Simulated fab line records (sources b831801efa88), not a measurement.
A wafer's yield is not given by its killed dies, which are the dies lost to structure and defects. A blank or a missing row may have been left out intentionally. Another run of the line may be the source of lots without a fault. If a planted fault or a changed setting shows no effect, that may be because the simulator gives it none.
Chamber matching | flow sfq-line | 3 sister chambers for SFQ_TRILAYER_I6_DEP_PECVD_165 on pecvd-03
The step deposits SiO2 from SiH4/N2O, time 111.11 s, target thk 500 nm. 3 wafers are shown with their chamber, then 9 later ones without.

== WAFERS WITH THEIR CHAMBER ==
wafer  | chamber | throttle-valve-pct (%)
L138.4 | 2       | 26.6
L140.4 | 0       | 24.1
L140.6 | 1       | 25.1

== WAFERS WHOSE CHAMBER IS MISSING ==
wafer  | throttle-valve-pct (%)
L141.3 | 24.1
L141.4 | 23.9
L141.6 | 25.2
L142.4 | 27.1
L142.5 | 25.2
L142.6 | 24.0
L145.2 | 24.3
L145.3 | 26.9
L145.5 | 26.5

== WHICH CHAMBER EACH WENT THROUGH ==
wafer  | from the rows above | in truth
L141.3 | 0                   | 0
L141.4 | 0                   | 0
L141.6 | 1                   | 1
L142.4 | 2                   | 2
L142.5 | 1                   | 1
L142.6 | 0                   | 0
L145.2 | 0                   | 0
L145.3 | 2                   | 2
L145.5 | 2                   | 2
Correctly placed: 9 of 9. From these rows, 0 cannot be placed. Placed wrongly: 0.
How it was worked out, from the rows above alone: a wafer's distance from a chamber is the root of the sum, over the readings, of the square of ((its reading less the chamber's mean) divided by the reading's scatter). If the next closest chamber is less than 2 further off than the closest, the wafer can't be placed; otherwise it belongs to the closest. A chamber's mean is the mean of its shown wafers. The scatter (one wafer shown for each chamber): square how far every hidden wafer sits from the nearest shown wafer, average those squares and take the square root.
